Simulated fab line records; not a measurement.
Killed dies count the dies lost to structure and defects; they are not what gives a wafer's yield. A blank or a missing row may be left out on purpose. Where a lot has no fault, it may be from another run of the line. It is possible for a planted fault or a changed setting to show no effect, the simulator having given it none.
fab line records	flow gf180mcu
record lots=24	wafers=72	lastDay=34
route steps=602 shown M4@473 MIM@506 M5@537 V5@550 TOP_METAL@568
lots with no fault: from the same line, run without faults
startH: hours from the record's opening day to when the first of the lot's shown wafers began	waitH: how many hours have passed since the lot's step before this one	" unchanged from the row above	L1.1+2: one row covering several wafers at once	- no value, or no start given	* or withheld: withheld	< > ~ a bound
route shown NAME@n: names a module that has steps shown in the file, with the first one's number in the route	usual: average and standard deviation across the fault-free wafers	same: alike in all rows	chamber/n: place in a boat	sites: per-site readings	_std_site: how widely they spread, as a standard deviation	_edge_site: outer sites' mean less inner sites'	radiusMm: how far each site lies from the wafer's centre	mask NAME#n: copy n	behind: the tool/chamber that last shaped the wafer	hold: cause of the lot's hold/its duration in hours/its outcome	device: the n, p or np transistor that did not switch	end of line: tests run on the same wafers once the route is complete	for a step that has no rows: nothing shown but its recipe	killed: not the wafer's yield, but the dies lost to structure and defects at the first sort	map: the dies of a wafer, with x for killed, . for not killed, _ for no die there
set.NAME: the setting as run; set.NAME@STEP: as run at that earlier step	model.NAME: the simulator's own value behind a step, which no gauge read
steps of the route over a sample of lots; a table a step, a row a wafer
services: the hour from which a tool's chamber was out of use, counted from the record's first day as startH (under 0 if before that day), plus the number of hours and why
## steps
# step GF_M4_STRIP_17
# recipe chemistry=O2/N2	powerW=1400	pressureMtorr=1500	platenTempC=250	o2FlowSccm=3000	n2FlowSccm=300	overashFraction=0.5
# usual drypumpMotorCurrentA=5.67/0.25	heaterPowerW=368/24	oesProductAu=0.537/0.0047	stripTimeToEndpointS=7.38/0.048
lot.wafer	tool	chamber	startH	waitH	drypumpMotorCurrentA	heaterPowerW	oesProductAu	rfHoursCounterH	stripTimeToEndpointS
L074.1	plasmaAsher-01	1	537.40	0.1	5.73	327	0.538	11	7.43
L074.3	"	1	"	"	5.72	329	0.541	-	7.44
L074.5	"	0	"	"	5.07	342	0.543	-	7.43
L075.2	plasmaAsher-04	1	546.35	0.1	5.60	352	0.536	43	7.36
L075.4	"	0	"	"	5.71	411	0.529	-	7.37
L075.5	"	1	"	"	5.59	355	0.534	-	7.38
L076.3	plasmaAsher-03	0	556.91	0.1	5.59	362	0.531	-	7.33
L076.5	"	1	"	"	6.08	358	0.543	-	7.34
L076.6	"	0	"	"	5.55	353	0.540	-	7.38
L077.1	plasmaAsher-01	0	559.75	0.2	5.07	347	0.539	13	7.42
L077.3	"	1	"	"	5.72	332	0.538	-	7.36
L077.5	"	0	"	"	5.06	351	0.537	-	7.42
L078.2	plasmaAsher-04	1	576.32	0.1	5.59	359	0.544	46	7.39
L078.3	"	1	"	"	5.60	362	0.538	-	7.42
L078.6	"	0	"	"	5.73	407	0.542	-	7.41
L079.3	plasmaAsher-03	0	582.45	0.1	5.62	365	0.538	-	7.40
L079.5	"	1	"	"	6.07	359	0.540	-	7.31
L079.6	"	0	"	"	5.59	373	0.534	-	7.39
L080.2	plasmaAsher-01	1	590.92	0.1	5.75	334	0.546	16	7.38
L080.4	"	1	"	"	5.73	341	0.531	-	7.35
L080.5	"	1	"	"	5.73	336	0.541	-	7.41
L081.1	plasmaAsher-04	0	594.86	0.1	5.71	404	0.541	48	7.38
L081.2	"	1	"	"	5.60	356	0.538	48	7.29
L081.4	"	0	"	"	5.73	408	0.538	-	7.42
L082.2	plasmaAsher-03	1	604.76	0.1	6.05	366	0.539	101	7.38
L082.5	"	1	"	"	6.05	346	0.544	-	7.40
L082.6	"	0	"	"	5.57	365	0.541	-	7.36
L083.3	plasmaAsher-04	1	613.83	0.1	5.60	363	0.539	-	7.35
L083.4	"	0	"	"	5.72	411	0.539	-	7.35
L083.6	"	1	"	"	5.57	359	0.543	-	7.34
L084.2	plasmaAsher-01	0	622.30	0.1	5.08	348	0.539	20	7.37
L084.5	"	1	"	"	5.74	332	0.538	-	7.37
L084.6	"	0	"	"	5.07	361	0.540	-	7.34
L085.2	plasmaAsher-03	1	631.22	0.1	6.09	358	0.532	104	7.30
L085.3	"	0	"	"	5.59	364	0.535	-	7.33
L085.6	"	0	"	"	5.61	368	0.535	-	7.34
L086.1	plasmaAsher-04	1	639.92	0.1	5.57	352	0.546	53	7.47
L086.2	"	0	"	"	5.71	411	0.540	53	7.41
L086.5	"	1	"	"	5.59	361	0.542	-	7.42
L087.1	plasmaAsher-04	0	645.06	0.1	5.70	402	0.532	54	7.37
L087.4	"	1	"	"	5.56	359	0.540	-	7.39
L087.5	"	1	"	"	5.59	362	0.537	-	7.35
L088.1	plasmaAsher-04	1	649.66	0.1	5.57	356	0.537	54	7.35
L088.4	"	1	"	"	5.58	360	0.537	-	7.37
L088.5	"	0	"	"	5.71	410	0.535	-	7.46
L089.1	plasmaAsher-03	0	659.65	0.1	5.57	371	0.531	107	7.30
L089.2	"	1	"	"	6.09	350	0.537	107	7.37
L089.5	"	1	"	"	6.11	356	0.536	-	7.35
L090.2	plasmaAsher-03	0	665.71	0.1	5.58	358	0.541	108	7.42
L090.3	"	1	"	"	6.06	353	0.537	-	7.44
L090.6	"	0	"	"	5.61	366	0.540	-	7.43
L091.2	plasmaAsher-04	0	669.20	0.1	5.70	404	0.526	56	7.42
L091.4	"	0	"	"	5.70	408	0.535	-	7.43
L091.5	"	1	"	"	5.59	344	0.536	-	7.43
L092.1	plasmaAsher-03	0	675.07	0.1	5.56	368	0.543	109	7.39
L092.2	"	1	"	"	6.06	359	0.536	109	7.26
L092.3	"	0	"	"	5.58	368	0.531	-	7.38
L093.1	plasmaAsher-04	1	682.15	0.1	5.60	359	0.544	57	7.38
L093.3	"	0	"	"	5.69	416	0.543	-	7.39
L093.6	"	0	"	"	5.71	407	0.533	-	7.34
L094.2	plasmaAsher-03	0	689.85	0.1	5.53	368	0.533	110	7.42
L094.4	"	1	"	"	6.05	362	0.544	-	7.41
L094.5	"	0	"	"	5.59	367	0.535	-	7.39
L095.2	plasmaAsher-03	0	694.45	0.1	5.52	361	0.526	110	7.41
L095.3	"	1	"	"	6.08	356	0.536	-	7.37
L095.4	"	0	"	"	5.55	371	0.532	-	7.27
L096.2	plasmaAsher-04	1	702.55	0.1	5.61	352	0.536	60	7.37
L096.3	"	0	"	"	5.71	411	0.541	-	7.36
L096.4	"	1	"	"	5.60	356	0.534	-	7.37
L097.4	plasmaAsher-04	0	705.79	0.1	5.73	400	0.542	-	7.44
L097.5	"	1	"	"	5.58	359	0.545	-	7.46
L097.6	"	0	"	"	5.72	411	0.539	-	7.43
# step GF_MIM_SPUTTER_03
# recipe material=Ti	targetThkNm=10	substrateTempC=300	chamberPressurePa=0.3	powerW=3000	timeS=6.7
# usual chamberPressurePa=0.3000/0.00059	throttleValvePct=29.9/1
lot.wafer	tool	chamber	startH	waitH	chamberPressurePa	throttleValvePct
L074.1	pvdSputter-03	-	562.67	0.0	0.3000	31.4
L074.3	"	-	"	"	0.3007	28.2
L074.5	"	-	"	"	0.2994	31.4
L075.2	pvdSputter-02	-	570.49	0.0	0.3003	30.5
L075.4	"	-	"	"	0.3005	29.9
L075.5	"	-	"	"	0.2995	29.5
L076.3	pvdSputter-01	-	581.68	0.0	0.3008	30.6
L076.5	"	-	"	"	0.3000	27.8
L076.6	"	-	"	"	0.3008	28.7
L077.1	pvdSputter-02	-	584.16	0.0	0.3009	30.6
L077.3	"	-	"	"	0.3000	30.5
L077.5	"	-	"	"	0.3004	30.5
L078.2	pvdSputter-03	-	600.36	0.0	0.2997	28.2
L078.3	"	-	"	"	0.3001	30.5
L078.6	"	-	"	"	0.2994	30.9
L079.3	pvdSputter-02	-	605.80	0.0	0.3005	29.7
L079.5	"	-	"	"	0.3005	30.5
L079.6	"	-	"	"	0.2990	29.8
L080.2	pvdSputter-02	-	614.52	0.0	0.3000	30.4
L080.4	"	-	"	"	0.3001	30.6
L080.5	"	-	"	"	0.3000	30.8
L081.1	pvdSputter-01	-	618.41	0.0	0.2999	30.6
L081.2	"	-	"	"	0.2994	31.0
L081.4	"	-	"	"	0.2994	27.7
L082.2	pvdSputter-01	-	628.16	0.0	0.2993	31.0
L082.5	"	-	"	"	0.2995	27.5
L082.6	"	-	"	"	0.2990	30.6
L083.3	pvdSputter-03	-	636.96	0.0	0.3004	29.3
L083.4	"	-	"	"	0.2998	30.9
L083.6	"	-	"	"	0.3001	31.1
L084.2	pvdSputter-02	-	645.20	0.0	0.2998	30.4
L084.5	"	-	"	"	0.3001	29.7
L084.6	"	-	"	"	0.3005	30.3
L085.2	pvdSputter-03	-	653.42	0.0	0.3000	30.6
L085.3	"	-	"	"	0.2997	28.8
L085.6	"	-	"	"	0.3004	29.1
L086.1	pvdSputter-02	-	661.66	0.0	0.3003	30.1
L086.2	"	-	"	"	0.3004	29.7
L086.5	"	-	"	"	0.3003	30.0
L087.1	pvdSputter-03	-	667.14	0.0	0.2994	29.2
L087.4	"	-	"	"	0.3014	31.1
L087.5	"	-	"	"	0.3000	28.9
L088.1	pvdSputter-01	-	672.40	0.0	0.3019	28.6
L088.4	"	-	"	"	0.2998	27.2
L088.5	"	-	"	"	0.3001	29.0
L089.1	pvdSputter-02	-	681.90	0.0	0.2987	30.3
L089.2	"	-	"	"	0.3010	30.0
L089.5	"	-	"	"	0.2995	30.0
L090.2	pvdSputter-02	-	688.02	0.0	0.2991	30.0
L090.3	"	-	"	"	0.2999	30.4
L090.6	"	-	"	"	0.3002	30.3
L091.2	pvdSputter-02	-	690.93	0.0	0.3006	29.7
L091.4	"	-	"	"	0.3000	30.1
L091.5	"	-	"	"	0.3001	30.0
L092.1	pvdSputter-01	-	697.91	0.0	0.3004	31.3
L092.2	"	-	"	"	0.3001	27.7
L092.3	"	-	"	"	0.2998	28.3
L093.1	pvdSputter-02	-	702.97	0.0	0.3007	30.5
L093.3	"	-	"	"	0.2998	30.2
L093.6	"	-	"	"	0.2995	30.5
L094.2	pvdSputter-01	-	711.06	0.0	0.2996	29.1
L094.4	"	-	"	"	0.3004	27.5
L094.5	"	-	"	"	0.3002	30.3
L095.2	pvdSputter-02	-	715.44	0.0	0.3002	30.5
L095.3	"	-	"	"	0.2994	30.4
L095.4	"	-	"	"	0.3003	30.3
L096.2	pvdSputter-03	-	722.92	0.0	0.2999	28.0
L096.3	"	-	"	"	0.3011	30.8
L096.4	"	-	"	"	0.3006	31.3
L097.4	pvdSputter-03	-	727.22	0.0	0.3007	30.7
L097.5	"	-	"	"	0.3002	28.3
L097.6	"	-	"	"	0.3002	31.4
# step GF_M5_STRIP_11
# recipe chemistry=O2/N2	powerW=1400	pressureMtorr=1500	platenTempC=250	o2FlowSccm=3000	n2FlowSccm=300	overashFraction=0.5
# usual drypumpMotorCurrentA=5.7/0.35	heaterPowerW=352/14	oesProductAu=0.524/0.0048	stripTimeToEndpointS=7.07/0.041
lot.wafer	tool	chamber	startH	waitH	drypumpMotorCurrentA	heaterPowerW	oesProductAu	rfHoursCounterH	stripTimeToEndpointS
L074.1	plasmaAsher-01	0	605.79	0.1	5.1	358	0.536	18	7.15
L074.3	"	0	"	"	5.1	345	0.527	-	7.07
L074.5	"	1	"	"	5.7	345	0.521	-	7.12
L075.2	plasmaAsher-02	1	614.17	0.1	6.1	338	0.524	85	7.07
L075.4	"	0	"	"	5.4	360	0.533	-	7.10
L075.5	"	0	"	"	5.4	359	0.523	-	7.09
L076.3	plasmaAsher-03	0	623.91	0.1	5.6	365	0.531	-	7.11
L076.5	"	0	"	"	5.5	360	0.528	-	7.06
L076.6	"	1	"	"	6.1	353	0.524	-	7.08
L077.1	plasmaAsher-02	1	626.07	0.1	6.1	333	0.518	87	7.05
L077.3	"	0	"	"	5.4	359	0.525	-	7.03
L077.5	"	1	"	"	6.1	342	0.523	-	7.05
L078.2	plasmaAsher-02	0	642.51	0.1	5.4	352	0.520	88	7.01
L078.3	"	0	"	"	5.4	367	0.525	-	7.03
L078.6	"	1	"	"	6.0	336	0.521	-	7.03
L079.3	plasmaAsher-01	1	646.86	0.1	5.7	334	0.525	-	7.08
L079.5	"	0	"	"	5.1	357	0.531	-	7.07
L079.6	"	1	"	"	5.7	330	0.529	-	7.05
L080.2	plasmaAsher-03	1	655.03	0.1	6.1	359	0.523	107	7.13
L080.4	"	1	"	"	6.0	370	0.532	-	7.13
L080.5	"	1	"	"	6.1	354	0.531	-	7.11
L081.1	plasmaAsher-03	0	658.37	0.1	5.6	368	0.528	107	7.12
L081.2	"	1	"	"	6.1	358	0.526	107	7.09
L081.4	"	1	"	"	6.0	356	0.526	-	7.09
L082.2	plasmaAsher-03	0	668.25	0.2	5.6	372	0.520	108	7.03
L082.5	"	1	"	"	6.1	351	0.523	-	7.03
L082.6	"	0	"	"	5.6	360	0.527	-	7.03
L083.3	plasmaAsher-03	1	675.94	0.1	6.1	354	0.531	-	7.10
L083.4	"	0	"	"	5.6	369	0.532	-	7.08
L083.6	"	1	"	"	6.1	363	0.525	-	7.03
L084.2	plasmaAsher-03	0	684.52	0.1	5.6	373	0.534	109	7.04
L084.5	"	1	"	"	6.1	359	0.527	-	7.05
L084.6	"	0	"	"	5.6	360	0.519	-	7.03
L085.2	plasmaAsher-01	1	692.30	0.2	5.7	317	0.525	27	7.03
L085.3	"	1	"	"	5.7	335	0.526	-	7.04
L085.6	"	1	"	"	5.7	332	0.529	-	7.03
L086.1	plasmaAsher-03	1	699.76	0.1	6.1	360	0.514	111	7.02
L086.2	"	0	"	"	5.6	360	0.521	111	7.05
L086.5	"	0	"	"	5.6	361	0.516	-	7.07
L087.1	plasmaAsher-03	0	705.94	0.2	5.6	355	0.531	112	7.10
L087.4	"	0	"	"	5.6	370	0.521	-	7.08
L087.5	"	1	"	"	6.1	353	0.531	-	7.07
L088.1	plasmaAsher-01	1	711.31	0.1	5.7	328	0.520	29	7.11
L088.4	"	0	"	"	5.1	357	0.521	-	7.07
L088.5	"	0	"	"	5.1	351	0.526	-	7.14
L089.1	plasmaAsher-03	1	719.97	0.1	6.1	358	0.524	113	7.09
L089.2	"	0	"	"	5.6	362	0.525	113	7.16
L089.5	"	0	"	"	5.6	367	0.531	-	7.16
L090.2	plasmaAsher-03	0	725.57	0.1	5.6	364	0.525	113	7.13
L090.3	"	0	"	"	5.6	372	0.526	-	7.12
L090.6	"	0	"	"	5.5	370	0.527	-	7.12
L091.2	plasmaAsher-01	0	728.31	0.1	5.1	352	0.528	31	7.09
L091.4	"	1	"	"	5.7	333	0.518	-	7.06
L091.5	"	1	"	"	5.7	327	0.522	-	7.08
L092.1	plasmaAsher-02	1	735.59	0.1	6.1	341	0.525	98	7.04
L092.2	"	0	"	"	5.4	364	0.531	98	7.05
L092.3	"	1	"	"	6.1	334	0.521	-	7.02
L093.1	plasmaAsher-01	1	738.94	0.1	5.7	327	0.520	32	7.04
L093.3	"	0	"	"	5.1	353	0.524	-	7.10
L093.6	"	0	"	"	5.1	357	0.525	-	7.11
L094.2	plasmaAsher-03	0	746.24	0.1	5.6	338	0.526	0	7.06
L094.4	"	1	"	"	6.0	357	0.522	-	7.09
L094.5	"	0	"	"	5.6	341	0.521	-	7.05
L095.2	plasmaAsher-02	1	750.32	0.1	6.1	334	0.525	100	7.05
L095.3	"	0	"	"	5.4	353	0.520	-	7.04
L095.4	"	1	"	"	6.1	331	0.521	-	7.05
L096.2	plasmaAsher-02	0	757.96	0.1	5.4	366	0.527	101	7.01
L096.3	"	0	"	"	5.4	361	0.522	-	7.01
L096.4	"	1	"	"	6.1	340	0.522	-	7.00
L097.4	plasmaAsher-01	0	762.02	0.1	5.1	346	0.525	-	7.07
L097.5	"	0	"	"	5.1	355	0.532	-	7.09
L097.6	"	1	"	"	5.7	327	0.531	-	7.10
# step GF_V5_SOFTBAKE_10
# recipe tempC=130	timeS=61.24	resist=KrF
# usual chillPlateTempC=22.98/0.11	plateSensorTCentreC=131.01/0.01	plateSensorTEdgeC=131.21/0.0096
lot.wafer	tool	chamber	startH	waitH	chillPlateTempC	plateSensorTCentreC	plateSensorTEdgeC
L074.1	lithoTrack-04	0	-	-	22.92	131.01	131.22
L074.3	"	0	"	"	22.71	131.01	131.2
L074.5	"	0	"	"	22.88	131.01	131.21
L075.2	lithoTrack-02	0	-	-	22.91	131	131.21
L075.4	"	0	"	"	23.00	131.01	131.21
L075.5	"	0	"	"	23.06	131.01	131.22
L076.3	lithoTrack-02	0	-	-	23.03	131.03	131.22
L076.5	"	0	"	"	22.90	131.01	131.19
L076.6	"	0	"	"	23.08	131.02	131.22
L077.1	lithoTrack-04	0	-	-	22.89	131.03	131.22
L077.3	"	0	"	"	22.92	131	131.21
L077.5	"	0	"	"	22.87	131.02	131.2
L078.2	lithoTrack-01	0	-	-	23.08	131.02	131.23
L078.3	"	0	"	"	22.94	131.03	131.22
L078.6	"	0	"	"	23.06	131.01	131.22
L079.3	lithoTrack-04	0	-	-	22.93	131.03	131.21
L079.5	"	0	"	"	22.97	131.01	131.23
L079.6	"	0	"	"	22.94	130.99	131.2
L080.2	lithoTrack-04	0	-	-	23.05	131.02	131.21
L080.4	"	0	"	"	22.98	131.02	131.21
L080.5	"	0	"	"	22.90	131.01	131.22
L081.1	lithoTrack-02	0	-	-	22.95	131.01	131.22
L081.2	"	0	"	"	23.11	131.01	131.2
L081.4	"	0	"	"	23.06	131.01	131.22
L082.2	lithoTrack-04	0	-	-	23.24	131.02	131.2
L082.5	"	0	"	"	23.09	131	131.21
L082.6	"	0	"	"	23.11	131.01	131.22
L083.3	lithoTrack-02	0	-	-	22.99	131.01	131.22
L083.4	"	0	"	"	22.93	131.02	131.22
L083.6	"	0	"	"	23.02	131.02	131.2
L084.2	lithoTrack-02	0	-	-	22.95	131.02	131.21
L084.5	"	0	"	"	22.96	131.02	131.19
L084.6	"	0	"	"	22.96	131.02	131.19
L085.2	lithoTrack-04	0	-	-	22.76	131.01	131.21
L085.3	"	0	"	"	22.76	131.01	131.21
L085.6	"	0	"	"	22.81	131.01	131.21
L086.1	lithoTrack-01	0	-	-	22.91	131.01	131.21
L086.2	"	0	"	"	22.65	131.01	131.21
L086.5	"	0	"	"	22.76	131.01	131.19
L087.1	lithoTrack-02	0	-	-	22.93	131.02	131.2
L087.4	"	0	"	"	22.81	131	131.22
L087.5	"	0	"	"	22.85	131.02	131.21
L088.1	lithoTrack-01	0	-	-	22.95	131	131.21
L088.4	"	0	"	"	22.87	131	131.2
L088.5	"	0	"	"	23.19	131.01	131.21
L089.1	lithoTrack-04	0	-	-	23.02	131.02	131.19
L089.2	"	0	"	"	23.03	131.02	131.22
L089.5	"	0	"	"	23.07	131.02	131.22
L090.2	lithoTrack-02	0	-	-	23.17	131	131.21
L090.3	"	0	"	"	23.09	131	131.2
L090.6	"	0	"	"	23.13	131.01	131.21
L091.2	lithoTrack-02	0	-	-	23.09	131.01	131.2
L091.4	"	0	"	"	22.98	131	131.2
L091.5	"	0	"	"	23.00	131.01	131.21
L092.1	lithoTrack-01	0	-	-	22.98	131.02	131.21
L092.2	"	0	"	"	23.03	131.02	131.2
L092.3	"	0	"	"	23.00	131	131.21
L093.1	lithoTrack-02	0	-	-	22.89	131.04	131.2
L093.3	"	0	"	"	22.88	131.02	131.21
L093.6	"	0	"	"	23.19	131.03	131.2
L094.2	lithoTrack-04	0	-	-	23.04	131	131.21
L094.4	"	0	"	"	22.99	131.03	131.21
L094.5	"	0	"	"	23.07	131.02	131.22
L095.2	lithoTrack-02	0	-	-	23.07	131.01	131.22
L095.3	"	0	"	"	23.07	131	131.2
L095.4	"	0	"	"	23.16	131.03	131.21
L096.2	lithoTrack-01	0	-	-	22.93	131.02	131.21
L096.3	"	0	"	"	22.94	131.01	131.2
L096.4	"	0	"	"	23.12	131.03	131.2
L097.4	lithoTrack-01	0	-	-	22.86	131.01	131.2
L097.5	"	0	"	"	22.81	131.03	131.22
L097.6	"	0	"	"	22.95	131.01	131.2
# step GF_TOP_METAL_SPUTTER_01
# recipe material=TiN	targetThkNm=30	powerW=6500	timeS=25	chamberPressurePa=0.4
# usual chamberPressurePa=0.3999/0.00075	throttleValvePct=29.8/1.1
lot.wafer	tool	chamber	startH	waitH	chamberPressurePa	throttleValvePct
L074.1	pvdSputter-03	-	629.01	0.1	0.4011	30.4
L074.3	"	-	"	"	0.3994	28.7
L074.5	"	-	"	"	0.4003	28.8
L075.2	pvdSputter-04	-	637.21	0.1	0.4010	30.4
L075.4	"	-	"	"	0.3996	29.7
L075.5	"	-	"	"	0.4001	30.8
L076.3	pvdSputter-02	-	647.80	0.1	0.3990	29.9
L076.5	"	-	"	"	0.3996	29.7
L076.6	"	-	"	"	0.3997	30.4
L077.1	pvdSputter-04	-	648.70	0.1	0.4009	30.6
L077.3	"	-	"	"	0.4004	29.7
L077.5	"	-	"	"	0.3997	29.6
L078.2	pvdSputter-04	-	664.46	0.1	0.3996	30.3
L078.3	"	-	"	"	0.4006	30.6
L078.6	"	-	"	"	0.3988	29.6
L079.3	pvdSputter-04	-	669.12	0.1	0.4000	30.7
L079.5	"	-	"	"	0.3988	27.0
L079.6	"	-	"	"	0.3993	30.5
L080.2	pvdSputter-02	-	676.56	0.1	0.3993	30.7
L080.4	"	-	"	"	0.3997	30.4
L080.5	"	-	"	"	0.4000	30.6
L081.1	pvdSputter-04	-	680.15	0.1	0.4004	30.5
L081.2	"	-	"	"	0.4003	29.6
L081.4	"	-	"	"	0.3995	27.4
L082.2	pvdSputter-03	-	690.36	0.1	0.4002	30.7
L082.5	"	-	"	"	0.3994	28.8
L082.6	"	-	"	"	0.4007	30.6
L083.3	pvdSputter-02	-	697.31	0.1	0.4017	30.6
L083.4	"	-	"	"	0.3998	29.7
L083.6	"	-	"	"	0.3999	30.5
L084.2	pvdSputter-02	-	705.95	0.1	0.3994	30.9
L084.5	"	-	"	"	0.3999	29.9
L084.6	"	-	"	"	0.4005	30.3
L085.2	pvdSputter-04	-	713.80	0.1	0.3997	29.4
L085.3	"	-	"	"	0.4004	30.7
L085.6	"	-	"	"	0.4006	30.5
L086.1	pvdSputter-04	-	720.56	0.1	0.3983	29.6
L086.2	"	-	"	"	0.4006	27.1
L086.5	"	-	"	"	0.3998	30.0
L087.1	pvdSputter-04	-	726.28	0.1	0.4015	27.1
L087.4	"	-	"	"	0.3995	29.6
L087.5	"	-	"	"	0.4007	27.2
L088.1	pvdSputter-02	-	731.43	0.1	0.4006	30.3
L088.4	"	-	"	"	0.4011	30.0
L088.5	"	-	"	"	0.4013	30.3
L089.1	pvdSputter-02	-	739.75	0.1	0.4002	30.2
L089.2	"	-	"	"	0.4007	30.3
L089.5	"	-	"	"	0.3994	29.8
L090.2	pvdSputter-02	-	745.70	0.1	0.3992	30.0
L090.3	"	-	"	"	0.4000	30.3
L090.6	"	-	"	"	0.3993	29.9
L091.2	pvdSputter-03	-	749.02	0.1	0.4003	28.1
L091.4	"	-	"	"	0.4002	31.4
L091.5	"	-	"	"	0.3992	30.7
L092.1	pvdSputter-03	-	755.30	0.1	0.3999	29.6
L092.2	"	-	"	"	0.4002	28.2
L092.3	"	-	"	"	0.4009	31.4
L093.1	pvdSputter-04	-	758.42	0.1	0.4000	29.9
L093.3	"	-	"	"	0.3991	30.2
L093.6	"	-	"	"	0.3999	30.3
L094.2	pvdSputter-02	-	766.29	0.1	0.3989	30.9
L094.4	"	-	"	"	0.4001	29.7
L094.5	"	-	"	"	0.3994	30.5
L095.2	pvdSputter-04	-	768.86	0.1	0.4014	30.5
L095.3	"	-	"	"	0.4012	27.0
L095.4	"	-	"	"	0.4000	29.5
L096.2	pvdSputter-04	-	776.06	0.1	0.4004	27.3
L096.3	"	-	"	"	0.4003	30.2
L096.4	"	-	"	"	0.3998	29.5
L097.4	pvdSputter-02	-	780.66	0.1	0.3997	30.3
L097.5	"	-	"	"	0.3993	30.2
L097.6	"	-	"	"	0.4011	30.3
# step GF_TOP_METAL_RS_MEAS_05
# recipe thkMeasGauge=four-point-probe	reads=TiN_of_TOP_METAL_SPUTTER_04+Ti_of_TOP_METAL_SPUTTER_03+AlCu_of_TOP_METAL_SPUTTER_02+TiN_of_TOP_METAL_SPUTTER_01+Ti_of_TOP_METAL_SPUTTER_00
# usual TOP_METAL_ALCU_RS=0.0328/0.00034
lot.wafer	tool	chamber	startH	waitH	TOP_METAL_ALCU_RS[ohm/sq]
L074.1	filmMetro-01	-	629.14	0.0	0.0328
L074.3	"	-	"	"	0.0324
L074.5	"	-	"	"	0.0325
L075.2	filmMetro-03	-	637.35	0.0	0.0329
L075.4	"	-	"	"	0.0334
L075.5	"	-	"	"	0.0329
L076.3	filmMetro-03	-	647.96	0.1	0.0325
L076.5	"	-	"	"	0.0328
L076.6	"	-	"	"	0.0326
L077.1	filmMetro-04	-	648.82	0.0	0.0327
L077.3	"	-	"	"	0.0331
L077.5	"	-	"	"	0.0331
L078.2	filmMetro-04	-	664.60	0.0	0.0326
L078.3	"	-	"	"	0.0327
L078.6	"	-	"	"	0.0330
L079.3	filmMetro-04	-	669.28	0.1	0.0329
L079.5	"	-	"	"	0.0329
L079.6	"	-	"	"	0.0329
L080.2	filmMetro-03	-	676.70	0.0	0.0327
L080.4	"	-	"	"	0.0326
L080.5	"	-	"	"	0.0326
L081.1	filmMetro-04	-	680.27	0.0	0.0329
L081.2	"	-	"	"	0.0333
L081.4	"	-	"	"	0.0329
L082.2	filmMetro-04	-	690.50	0.0	0.0327
L082.5	"	-	"	"	0.0327
L082.6	"	-	"	"	0.0328
L083.3	filmMetro-04	-	697.47	0.1	0.0330
L083.4	"	-	"	"	0.0328
L083.6	"	-	"	"	0.0328
L084.2	filmMetro-04	-	706.09	0.0	0.0330
L084.5	"	-	"	"	0.0328
L084.6	"	-	"	"	0.0330
L085.2	filmMetro-04	-	713.94	0.0	0.0330
L085.3	"	-	"	"	0.0324
L085.6	"	-	"	"	0.0323
L086.1	filmMetro-03	-	720.68	0.0	0.0332
L086.2	"	-	"	"	0.0334
L086.5	"	-	"	"	0.0331
L087.1	filmMetro-01	-	726.40	0.0	0.0335
L087.4	"	-	"	"	0.0337
L087.5	"	-	"	"	0.0334
L088.1	filmMetro-04	-	731.55	0.0	0.0324
L088.4	"	-	"	"	0.0321
L088.5	"	-	"	"	0.0327
L089.1	filmMetro-03	-	739.87	0.0	0.0325
L089.2	"	-	"	"	0.0329
L089.5	"	-	"	"	0.0328
L090.2	filmMetro-01	-	745.84	0.0	0.0324
L090.3	"	-	"	"	0.0327
L090.6	"	-	"	"	0.0319
L091.2	filmMetro-04	-	749.16	0.0	0.0328
L091.4	"	-	"	"	0.0330
L091.5	"	-	"	"	0.0332
L092.1	filmMetro-04	-	755.42	0.0	0.0325
L092.2	"	-	"	"	0.0326
L092.3	"	-	"	"	0.0325
L093.1	filmMetro-01	-	758.54	0.0	0.0336
L093.3	"	-	"	"	0.0334
L093.6	"	-	"	"	0.0333
L094.2	filmMetro-04	-	766.43	0.0	0.0328
L094.4	"	-	"	"	0.0328
L094.5	"	-	"	"	0.0330
L095.2	filmMetro-04	-	769.00	0.0	0.0328
L095.3	"	-	"	"	0.0332
L095.4	"	-	"	"	0.0330
L096.2	filmMetro-04	-	776.20	0.0	0.0332
L096.3	"	-	"	"	0.0330
L096.4	"	-	"	"	0.0331
L097.4	filmMetro-03	-	780.84	0.1	0.0324
L097.5	"	-	"	"	0.0324
L097.6	"	-	"	"	0.0329
## services
tool	chamber	startH	hours	kind
plasmaAsher-02	-	518.51	1.8	repair
pvdSputter-02	-	532.31	4.7	repair
pvdSputter-03	-	541.15	1.8	repair
plasmaAsher-04	-	550.89	5.8	repair
plasmaAsher-02	-	570.00	2.0	repair
plasmaAsher-03	-	584.77	1.7	repair
pvdSputter-01	-	606.81	4.5	repair
pvdSputter-02	3	610.98	-	consumableReplace:kit
pvdSputter-02	3	610.98	18.0	scheduledDown
pvdSputter-02	3	610.98	18.0	ventCycle
pvdSputter-02	-	626.89	1.2	repair
pvdSputter-01	-	631.56	5.4	repair
pvdSputter-04	-	643.78	1.3	repair
pvdSputter-03	-	656.19	1.0	repair
pvdSputter-02	2	710.37	-	consumableReplace:kit
pvdSputter-02	2	710.37	18.0	scheduledDown
pvdSputter-02	2	710.37	18.0	ventCycle
plasmaAsher-02	-	717.63	2.2	repair
plasmaAsher-03	-	733.75	9.0	pm
plasmaAsher-03	0	733.75	9.0	ventCycle
plasmaAsher-03	1	733.75	9.0	ventCycle
pvdSputter-03	-	735.65	5.4	repair
plasmaAsher-03	0	742.75	-	clean
plasmaAsher-03	-	760.18	2.8	pm
## key
fault none
